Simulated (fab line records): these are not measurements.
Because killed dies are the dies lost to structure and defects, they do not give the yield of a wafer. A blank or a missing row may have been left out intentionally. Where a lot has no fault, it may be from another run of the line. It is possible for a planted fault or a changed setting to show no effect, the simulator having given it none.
Code-filled problem report in 8D (eight disciplines) form ; flow sky130 ; the parts of the form that need people (team, actions taken, sign-off) are left out

## 1. THE ISSUE
Mean of spin speed rpm at SKY_CONTACT_COAT_08: 2892.3 rpm across 6 wafers in 2 lots; on wafers with no fault it is 3000.1 rpm (standard deviation 1.8). That puts it -60 standard deviations away from the usual mean.
The step: resist thk 60 nm.
First seen on wafer L817.3, day 37 09:26, on litho track-03. At this step, 39 wafers from 13 lots have a number in the record. The rule behind "out" and "out of limits": a value lying over 4 standard deviations away from the usual mean. Any other wafer with a number is counted as sound.

## 2. WHAT IT IS, WHAT IT ISN'T
question;is;is not
which readings at this step;spin speed rpm;-
which lots;L817, L818;L798, L800, L801, L803, L804, L808, L810, L811, L812, L814, L819
which wafers of those lots;all that have a number;-
read on which tools;litho track-03;litho track-02, litho track-04
when;from day 37 09:26;"up to then (30 sound wafers); but 3 sound wafers of L819 came after"

## 3. SUSPECTS, AND WHAT RULES EACH OUT
Counting: a tool at a process step up to the reading stays a suspect if it ran every lot that is out and no sound lot after the first of them.
- litho track-03 at SKY_CONTACT_COAT_08 (resist thk 60 nm): kept. Every lot that is out went through it, starting with L817 (day 37 09:26), and after that it ran no sound lot; the last sound lot it ran before then is L812 (day 35 18:50). Its own spin speed rpm readings are out on those wafers.
The count leaves litho track-03 at SKY_CONTACT_COAT_08.

## 4. THE CAUSE (what the simulator had put in)
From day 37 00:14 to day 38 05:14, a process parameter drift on litho track-03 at SKY_CONTACT_COAT_08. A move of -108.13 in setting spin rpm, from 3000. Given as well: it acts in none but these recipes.
This tool alone remained once counting was done.

## 5. THE EFFECT CHAIN, in route order
Rows list readings where the struck wafers' mean (over those with a number) sits beyond 3 standard deviations from the usual. Only readings whose record carries a usual standard deviation are examined. hours: median over the lots of the time between each lot's start at the first step of this table that gives one and its start at this step. sigmas: the change, counted in usual standard deviations.
hours;step;reading;usual;on struck wafers;change;sigmas
0;SKY_CONTACT_COAT_08;spin speed rpm;3000.1 rpm;2892.3;-107.8;-60
Here are the process steps it includes:
- SKY_CONTACT_COAT_08: resist thk 60 nm.

## 6. HOW IT WOULD HAVE BEEN CAUGHT EARLIER
9 hours passed between the start of the fault at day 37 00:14 and the first reading out of limits in this record, taken at day 37 09:26.
